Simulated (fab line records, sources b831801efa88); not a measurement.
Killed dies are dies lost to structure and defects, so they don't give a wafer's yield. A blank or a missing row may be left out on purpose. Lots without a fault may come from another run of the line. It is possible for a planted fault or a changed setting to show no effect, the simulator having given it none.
Struck lot and sound lot, side by side || flow sky130 || 27 steps out of a route of 708
Sound: these wafers, L430.1, L430.3, L430.6. Struck: wafers L419.2, L419.3, L419.5. At the end, the cause is stated.
At each step with rows: each side's tool, then ch and its chambers, then its first start. Under that, the readings that differ: sound wafers || struck wafers || difference of the means || sigmas: that difference in standard deviations of wafers without a fault.
alike: readings whose means differ by less than 2 such deviations, and words and numbers that are the same on both sides. not compared: withheld readings, readings that some wafer has no value for, bounds like >300 that may hide the same value, and numbers for which the record gives no deviation and whose values overlap.
Wherever a step has rows on one side only, a row that says differs or no value, or a row with sigmas, the two part there. Non-overlapping numbers with no deviation appear without sigmas and do not part them. Lack of a reading on every wafer of one side parts them only where that side has two or more wafers.

first, 5 steps without rows for these wafers: SKY_GATE_OXIDE_COAT_05 (resist thk 1140 nm); SKY_GATE_OXIDE_SOFTBAKE_06 (time 60 s); SKY_GATE_OXIDE_EXPOSE_07 (exposes mask LVOM, target cd 600 nm); SKY_GATE_OXIDE_PEB_08; SKY_GATE_OXIDE_DEVELOP_09 (develop time 60 s).
SKY_GATE_OXIDE_OVL_MEAS_10:
  struck on overlay-01, day 16 14:58; sound on overlay-01, day 19 18:43
  alike: GATE_OXIDE_OVL
then, 2 steps without rows for these wafers: SKY_GATE_OXIDE_IMPLANT_11; SKY_GATE_OXIDE_WET_ETCH_12 (etches SiO2 in dHF, target depth 16.8 nm, time 336 s).
SKY_GATE_OXIDE_STRIP_13: strips in O2/N2.
  sound on plasma_asher-02 ch 0, day 19 19:00; struck on plasma_asher-04 ch 0,1, day 16 15:21
{"reading": "drypump_motor_current_A (A)", "sound": "5.1 5.1 5.1", "struck": "6.2 6.1 6.1", "difference": "+1.0", "sigmas": "+2"}
  alike: n2_flow_sccm, oes_product_au, strip_time_to_endpoint_s
  not compared: rf_hours_counter_h
SKY_GATE_OXIDE_TW_MEAS_14:
  struck on film_metro-02, day 16 15:28; sound on film_metro-04, day 19 19:06
  alike: GATE_OXIDE_TW
then, 2 steps without rows for these wafers: SKY_GATE_OXIDE_CLEAN_15 (cleans in SC1/SC2, time 143.4 s); SKY_GATE_OXIDE_OXIDATION_16 (stabilise 600 s, purge 300 s, target thk 3.57 nm).
SKY_POLY_GATE_CVD_00: deposits poly-Si, target thk 180 nm, time 720 s.
  sound on lpcvd-01 ch 1, day 19 20:44; struck on lpcvd-01 ch 1, day 16 17:22
{"reading": "pressure_mtorr (mTorr)", "sound": "200.0 200.3 199.7", "struck": "239.2 239.6 239.5", "difference": "+39.4", "sigmas": "+99 or more"}
{"reading": "model.poly-Si_of_POLY_GATE_CVD_00.thk_nm (nm)", "sound": "178.2 176.8 176.4", "struck": "199.1 198.1 199", "difference": "+21.6", "sigmas": ""}
  alike: spike_tc_bottom_C, spike_tc_centre_C
SKY_POLY_GATE_THK_MEAS_01:
  struck on film_metro-03, day 16 19:10; sound on film_metro-03, day 19 21:56
{"reading": "POLY_GATE_CVD_00_THK (nm)", "sound": "178.3 176.6 176.5", "struck": "199.1 198.1 198.9", "difference": "+21.6", "sigmas": "+13"}
then, 8 steps without rows for these wafers: SKY_RES_PROTECT_DEHYDRATE_00 (time 60 s); SKY_RES_PROTECT_HMDS_01 (prime time 60 s); SKY_RES_PROTECT_COAT_02 (resist thk 1140 nm); SKY_RES_PROTECT_SOFTBAKE_03 (time 60 s); SKY_RES_PROTECT_EXPOSE_04 (exposes mask RPM, target cd 1270 nm); SKY_RES_PROTECT_PEB_05; SKY_RES_PROTECT_DEVELOP_06 (develop time 60 s); SKY_POLY_GATE_IMPLANT_02.
SKY_RES_PROTECT_STRIP_07: strips in O2/N2.
  sound on plasma_asher-01 ch 0,1, day 21 04:43; struck on plasma_asher-01 ch 0,1, day 17 23:58
  alike: drypump_motor_current_A, n2_flow_sccm, oes_product_au, strip_time_to_endpoint_s
  not compared: rf_hours_counter_h
SKY_RES_PROTECT_TW_MEAS_08:
  struck on film_metro-04, day 18 00:04; sound on film_metro-01, day 21 04:49
{"reading": "POLY_GATE_TW", "sound": "4155 4159 4147", "struck": "3991 4017 4011", "difference": -147, "sigmas": -3}
SKY_RES_PROTECT_CLEAN_09: cleans in SC1/SC2, time 150 s.
  sound on wet_bench-02 ch 0, day 21 04:52; struck on wet_bench-03 ch 1, day 18 00:07
{"reading": "model.poly-Si_of_POLY_GATE_CVD_00.thk_nm (nm)", "sound": "177.5 176.1 175.8", "struck": "198.4 197.4 198.3", "difference": "+21.6", "sigmas": ""}
  alike: temp_c
then, 1 step without rows for these wafers: SKY_POLY_GATE_CVD_03 (deposits Si3N4 from DCS/NH3, target thk 75 nm, time 1290 s).
-- a jump in the record: the struck wafers' starts before and after are 30 days apart (it breaks off in module POLY_GATE and resumes in module PAD_OPEN, where the first step shown is number 708 of the route) --
SKY_PAD_OPEN_PROBE_99:
  struck on prober-01, day 48 00:49; sound on prober-02, day 49 21:26
{"reading": "model.etest.res_high_po.line_ohm_um", "sound": "745.7 755.2 745.3", "struck": "693.5 689.6 701", "difference": -54.0, "sigmas": ""}
{"reading": "model.etest.res_poly.line_ohm_um", "sound": "500.6 521.5 517.9", "struck": "468.9 479.1 480.3", "difference": -37.2, "sigmas": ""}
{"reading": "model.etest.licon_high_po.rc_ohm", "sound": "331.9 329.9 337.4", "struck": "375.8 355.9 379.2", "difference": "+37.2", "sigmas": ""}
{"reading": "model.etest.res_high_po.rs_ohm_sq", "sound": "258.4 262.8 264", "struck": "244.2 241.1 247.8", "difference": -17.4, "sigmas": ""}
{"reading": "model.etest.cap_li_to_poly.c_af_um2", "sound": "101 102.4 102.6", "struck": "108.2 107.4 108", "difference": "+5.9", "sigmas": ""}
{"reading": "model.etest.res_poly.rs_ohm_sq", "sound": "48.16 49.01 49.95", "struck": "45.12 44.96 45.79", "difference": -3.75, "sigmas": ""}
  alike: killed_at_M0_to_M3, killed_at_M4_up, killed_at_contacts, killed_at_front_end, killed_at_other, killed_dies, killed_open, killed_short

## WHERE THEY PART
At SKY_GATE_OXIDE_STRIP_13 first; at SKY_RES_PROTECT_TW_MEAS_08 last (within this record only). Later steps at which nothing parts them and some readings are alike: SKY_RES_PROTECT_CLEAN_09, SKY_PAD_OPEN_PROBE_99.

WHY: whatever the simulator had introduced
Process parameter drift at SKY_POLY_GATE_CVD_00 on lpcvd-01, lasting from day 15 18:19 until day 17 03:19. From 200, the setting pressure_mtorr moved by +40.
